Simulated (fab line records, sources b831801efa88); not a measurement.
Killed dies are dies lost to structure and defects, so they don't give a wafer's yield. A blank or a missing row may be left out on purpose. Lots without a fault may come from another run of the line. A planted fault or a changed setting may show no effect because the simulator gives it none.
Which tool did it? | flow gf180mcu | 15 lots, 45 wafers sampled, at 3 steps of a route of 602

WHAT THE GAUGES READ, wafer by wafer
GF_M4_RS_MEAS_05: measures by four-point-probe.
lot  | measured     | on            | M4_ALCU_RS (ohm/sq)
L101 | day 23 01:54 | film_metro-04 | 0.0703 0.0704 0.0700
L103 | day 23 16:42 | film_metro-03 | 0.0688 0.0688 0.0688
L104 | day 24 04:46 | film_metro-03 | 0.0697 0.0682 0.0696
L108 | day 25 09:24 | film_metro-03 | 0.0692 0.0700 0.0689
L110 | day 25 20:33 | film_metro-04 | 0.0713 0.0707 0.0709
L111 | day 27 00:39 | film_metro-03 | 0.0692 0.0687 0.0698
L112 | day 27 00:28 | film_metro-03 | 0.0694 0.0701 0.0695
L113 | day 27 03:37 | film_metro-02 | 0.0699 0.0700 0.0704
L117 | day 28 03:47 | film_metro-02 | 0.0692 0.0696 0.0686
L119 | day 28 23:35 | film_metro-03 | 0.0688 0.0688 0.0685
L120 | day 29 00:26 | film_metro-03 | 0.0687 0.0693 0.0694
L121 | day 29 05:29 | film_metro-04 | 0.0708 0.0706 0.0711
L122 | day 29 12:36 | film_metro-02 | 0.0698 0.0695 0.0691
L123 | day 29 19:44 | film_metro-02 | 0.0712 0.0696 0.0697
L124 | day 29 21:05 | film_metro-03 | 0.0697 0.0683 0.0696

WHICH TOOL RAN EACH LOT (tool, then ch and the chambers of the sampled wafers, then the start)
lot  | GF_V3_ETCH_16                      | GF_M4_SPUTTER_03
L101 | rie_diel-03 ch 0,2, day 23 00:14   | pvd_sputter-04, day 23 01:49
L103 | rie_diel-01 ch 1,2,3, day 23 15:05 | pvd_sputter-01, day 23 16:37
L104 | rie_diel-04 ch 1,3, day 24 02:38   | pvd_sputter-03, day 24 04:43
L108 | rie_diel-01 ch 0,1,2, day 25 07:49 | pvd_sputter-03, day 25 09:20
L110 | rie_diel-01 ch 1,2,3, day 25 18:58 | pvd_sputter-04, day 25 20:29
L111 | rie_diel-03 ch 0,1,2, day 26 22:44 | pvd_sputter-01, day 27 00:35
L112 | rie_diel-04 ch 2,3, day 26 22:52   | pvd_sputter-04, day 27 00:23
L113 | rie_diel-04 ch 1,3, day 27 02:02   | pvd_sputter-04, day 27 03:33
L117 | rie_diel-03 ch 1,2, day 28 01:50   | pvd_sputter-04, day 28 03:41
L119 | rie_diel-04 ch 1,2,3, day 28 21:56 | pvd_sputter-04, day 28 23:29
L120 | rie_diel-03 ch 2,3, day 28 22:29   | pvd_sputter-04, day 29 00:21
L121 | rie_diel-04 ch 2,3, day 29 03:49   | pvd_sputter-04, day 29 05:26
L122 | rie_diel-04 ch 0,1, day 29 10:50   | pvd_sputter-01, day 29 12:29
L123 | rie_diel-04 ch 0,3, day 29 17:59   | pvd_sputter-03, day 29 19:41
L124 | rie_diel-01 ch 1,2,3, day 29 19:22 | pvd_sputter-03, day 29 21:02
- GF_V3_ETCH_16: etches BARC in N2/H2.
- GF_M4_SPUTTER_03: material Ti, target thk 10 nm, time 6.7 s.

WHAT THE TOOLS THEMSELVES READ (means of the sampled wafers that have a number; where no wafer has one, the mark that the record gives instead)
GF_V3_ETCH_16.
lot  | tool        | drypump_motor_current_A (A) | oes_product_au (a.u.) | throttle_valve_pct (%)
L101 | rie_diel-03 | 5.7                         | 0.857                 | 13.223
L103 | rie_diel-01 | 5.4                         | 0.857                 | 13.226
L104 | rie_diel-04 | 5.8                         | 0.853                 | 13.221
L108 | rie_diel-01 | 5.5                         | 0.856                 | 13.225
L110 | rie_diel-01 | 5.4                         | 0.854                 | 13.232
L111 | rie_diel-03 | 5.7                         | 0.849                 | 13.223
L112 | rie_diel-04 | 5.2                         | 0.854                 | 13.224
L113 | rie_diel-04 | 5.6                         | 0.854                 | 13.226
L117 | rie_diel-03 | 5.6                         | 0.855                 | 13.228
L119 | rie_diel-04 | 5.4                         | 0.852                 | 13.228
L120 | rie_diel-03 | 6.1                         | 0.848                 | 13.223
L121 | rie_diel-04 | 5.0                         | 0.856                 | 13.224
L122 | rie_diel-04 | 6.1                         | 0.852                 | 13.226
L123 | rie_diel-04 | 5.6                         | 0.851                 | 13.223
L124 | rie_diel-01 | 5.4                         | 0.852                 | 13.222

GF_M4_SPUTTER_03.
lot  | tool           | throttle_valve_pct (%)
L101 | pvd_sputter-04 | 30.7
L103 | pvd_sputter-01 | 30.0
L104 | pvd_sputter-03 | 30.5
L108 | pvd_sputter-03 | 30.5
L110 | pvd_sputter-04 | 29.9
L111 | pvd_sputter-01 | 30.4
L112 | pvd_sputter-04 | 29.7
L113 | pvd_sputter-04 | 29.7
L117 | pvd_sputter-04 | 31.0
L119 | pvd_sputter-04 | 30.9
L120 | pvd_sputter-04 | 29.4
L121 | pvd_sputter-04 | 31.9
L122 | pvd_sputter-01 | 30.2
L123 | pvd_sputter-03 | 30.6
L124 | pvd_sputter-03 | 30.7

THE ANSWER, worked out from the rows above alone
Rule: what is usual is taken from the lots themselves. Put in order of their means at a reading, lots are off if they are a third of the lots or fewer, leave a main group of 4 or more, and stand apart from it by a gap of 3 or more times the standard deviation of the main group's means; of several such gaps the widest counts. A main group whose means are all the same, to the digits that the tables above print for the reading, isn't used. A lot without any number at a reading at which 4 lots or more have one is off too. The other lots that the step has rows for count as sound. The gauges are gone through in route order, then the tools' own readings, and for those a lot's mean is taken as printed above. The first step at which some lot is off is used, and at that step the reading that is off furthest; a lot without a number counts as furthest.
No lot is off at any reading shown: from this, nothing can be told.

WHAT THE SIMULATOR HAD PUT IN
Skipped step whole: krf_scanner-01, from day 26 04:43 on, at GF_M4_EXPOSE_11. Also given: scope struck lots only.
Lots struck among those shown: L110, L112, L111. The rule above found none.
